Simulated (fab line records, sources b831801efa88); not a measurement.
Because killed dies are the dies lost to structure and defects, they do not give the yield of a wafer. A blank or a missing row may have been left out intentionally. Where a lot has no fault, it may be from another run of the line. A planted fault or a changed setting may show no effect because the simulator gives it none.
Which tool did it?    flow sky130    12 lots with 36 wafers sampled at 4 steps, on a route of 708 steps

WHAT THE GAUGES READ, wafer by wafer
SKY_SONOS_ONO_THK_MEAS_05. Usual: for SONOS_ONO_CVD_04_THK the level is 5.70 nm and the standard deviation is 0.097.
lot   measured      on            SONOS_ONO_CVD_04_THK (nm)  flag
L870  day 11 21:47  filmMetro-03  5.60 5.59 5.72             
L871  day 12 05:14  filmMetro-03  5.63 5.61 5.57             
L872  day 12 23:30  filmMetro-01  5.78 5.85 5.72             
L875  day 13 21:31  filmMetro-03  5.66 5.53 5.65             
L876  day 14 01:49  filmMetro-01  5.74 5.83 5.82             
L877  day 14 06:05  filmMetro-03  5.70 5.70 5.67             
L881  day 15 07:01  filmMetro-04  5.62 5.76 5.69             
L882  day 16 00:46  filmMetro-03  5.82 5.87 5.80             
L883  day 16 00:46  filmMetro-04  5.69 5.73 5.75             
L884  day 16 04:31  filmMetro-03  6.67 6.63 6.48             OFF
L885  day 16 18:16  filmMetro-04  6.33 6.20 5.82             OFF
L886  day 17 01:50  filmMetro-03  6.32 5.98 5.72             OFF

SKY_LOCAL_INTERCONNECT_OVL_MEAS_12. Usual: for LOCAL_INTERCONNECT_OVL the level is -3 nm and the standard deviation is 5.5.
lot   measured      on          LOCAL_INTERCONNECT_OVL (nm)  flag
L870  day 30 15:44  overlay-01  0 -3 -4                      
L871  day 31 05:00  overlay-01  -10 -10 -14                  
L872  day 31 14:17  overlay-01  2 -1 -4                      
L875  day 32 17:17  overlay-01  0 -5 -8                      
L876  day 32 19:11  overlay-01  -11 -6 -6                    
L877  day 33 00:03  overlay-02  7 -3 7                       
L881  day 34 06:31  overlay-01  -8 -9 -6                     
L882  day 34 21:29  overlay-01  -5 -1 -8                     
L883  day 34 19:01  overlay-01  1 1 12                       
L884  day 34 23:01  overlay-01  -4 -8 -8                     
L885  day 35 14:34  overlay-01  -5 -7 -8                     
L886  day 35 21:53  overlay-02  -11 -12 -5                   

TOOL THAT RAN EACH LOT (tool first, then ch and the chambers of the sampled wafers, then the start)
lot   SKY_SONOS_ONO_CVD_04         SKY_LI_CONTACT_ETCH_15
L870  lpcvd-03 ch 1, day 11 20:32  rieDiel-03 ch 0,1, day 29 10:48
L871  lpcvd-03 ch 1, day 12 03:22  rieDiel-04 ch 0,1, day 29 23:45
L872  lpcvd-03 ch 0, day 12 22:15  rieDiel-03 ch 1,2,3, day 30 10:18
L875  lpcvd-03 ch 0, day 13 20:16  rieDiel-03 ch 2,3, day 31 12:47
L876  lpcvd-03 ch 1, day 14 00:34  rieDiel-03 ch 0,2,3, day 31 14:28
L877  lpcvd-03 ch 0, day 14 04:49  rieDiel-04 ch 0,2,3, day 31 19:31
L881  lpcvd-03 ch 0, day 15 05:46  rieDiel-04 ch 0,2,3, day 33 01:40
L882  lpcvd-03 ch 1, day 15 23:31  rieDiel-02 ch 0,2,3, day 33 17:43
L883  lpcvd-03 ch 1, day 15 23:31  rieDiel-04 ch 0,1,3, day 33 14:33
L884  lpcvd-03 ch 0, day 16 03:14  rieDiel-03 ch 2,3, day 33 19:16
L885  lpcvd-03 ch 0, day 16 17:01  rieDiel-04 ch 0,1,2, day 34 10:25
L886  lpcvd-03 ch 1, day 17 00:35  rieDiel-03 ch 0,1,2, day 34 18:13
- SKY_SONOS_ONO_CVD_04: deposits SiO2 from SiH4/N2O, target thk 5.7199 nm.
- SKY_LI_CONTACT_ETCH_15: etches PSG in C4F8/O2/Ar, stops on Si, target depth 600 nm.

WHAT THE TOOLS THEMSELVES READ (means of the sampled wafers that have a number; where no wafer has one, the mark that the record gives instead)
SKY_SONOS_ONO_CVD_04. Usual: spikeTcCentreC 900.4 C, standard deviation 1.1; spikeTcUpperC 899.6 C, standard deviation 1.3; zonePowerCentrePct 17.4 %, standard deviation 2; zonePowerLowerPct 16.44 %, standard deviation 0.19; zonePowerUpperPct 16.67 %, standard deviation 0.25.
lot   tool      spikeTcCentreC (C)  spikeTcUpperC (C)  zonePowerCentrePct (%)  zonePowerLowerPct (%)  zonePowerUpperPct (%)  flag
L870  lpcvd-03  899.1               900.5              19.5                    16.24                  16.89                  
L871  lpcvd-03  900.4               900.9              19.5                    16.46                  16.91                  
L872  lpcvd-03  901.3               897.6              15.4                    16.53                  16.41                  
L875  lpcvd-03  901.9               899.6              15.5                    16.55                  16.53                  
L876  lpcvd-03  899.7               899.6              19.3                    16.22                  16.75                  
L877  lpcvd-03  901.7               898.5              15.4                    16.57                  16.49                  
L881  lpcvd-03  900.3               898.5              15.5                    16.52                  16.55                  
L882  lpcvd-03  899.3               900.5              19.4                    16.32                  16.95                  
L883  lpcvd-03  900.0               900.2              19.3                    16.24                  16.81                  
L884  lpcvd-03  924.8               895.9              22.6                    12.47                  12.47                  OFF
L885  lpcvd-03  923.8               894.3              22.4                    12.54                  12.43                  OFF
L886  lpcvd-03  922.6               896.7              28.2                    12.34                  12.87                  OFF

SKY_LI_CONTACT_ETCH_15. Usual: oesProductAu 0.837 a.u., standard deviation 0.005; rfFwdPowerW 1493 W, standard deviation 4.8.
lot   tool        oesProductAu (a.u.)  rfFwdPowerW (W)  flag
L870  rieDiel-03  0.834                1497             
L871  rieDiel-04  0.837                1492             
L872  rieDiel-03  0.835                1499             
L875  rieDiel-03  0.836                1491             
L876  rieDiel-03  0.837                1489             
L877  rieDiel-04  0.838                1498             
L881  rieDiel-04  0.837                1493             
L882  rieDiel-02  0.836                1493             
L883  rieDiel-04  0.836                1490             
L884  rieDiel-03  0.835                1494             
L885  rieDiel-04  0.838                1498             
L886  rieDiel-03  0.841                1493             

THE ANSWER, worked out from the rows above alone
Rule: take the mean of a lot's wafers that have a number; if it is more than 3 standard deviations from the usual mean, the lot is off. Also off: a lot with no number at a reading for which 4 or more lots have one. Any other lot the step has rows for is counted as sound. Order of review: gauges by route order, followed by the tools' own readings, for which a lot's mean as printed above is used. At the first step where some lot is off, the reading lying furthest off is the one used; lots without a number count as furthest.
Off: at SKY_SONOS_ONO_THK_MEAS_05 (SONOS_ONO_CVD_04_THK), L884, L885, L886.
If a tool, at a process step before that reading, ran all the lots that are off and no sound lot after the first of them, it fits. Not tried: the gauges at SKY_SONOS_ONO_THK_MEAS_05; whatever is off there is also off at SKY_SONOS_ONO_CVD_04, on other tools, and gauge error can't account for it. One fits: SKY_SONOS_ONO_CVD_04 on lpcvd-03. Its last sound lot is L882 (day 15 23:31), its first lot that is off L884 (day 16 03:14): a fault that began between those two fits.
The tool's own readings at SKY_SONOS_ONO_CVD_04 bear it out: on the lots that are off they differ by more than 5 times the standard deviation of the sound lots' means. spikeTcCentreC reads 923.7 C there against 900.4 C on the sound lots; zonePowerLowerPct reads 12.45 % there against 16.41 % on the sound lots; zonePowerUpperPct reads 12.59 % there against 16.70 % on the sound lots.

WHAT THE SIMULATOR HAD PUT IN
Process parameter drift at SKY_SONOS_ONO_CVD_04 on lpcvd-03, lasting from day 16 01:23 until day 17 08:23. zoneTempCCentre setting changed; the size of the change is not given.
Shown lots that were struck: L884, L885, L886. The same result came from the rule above.
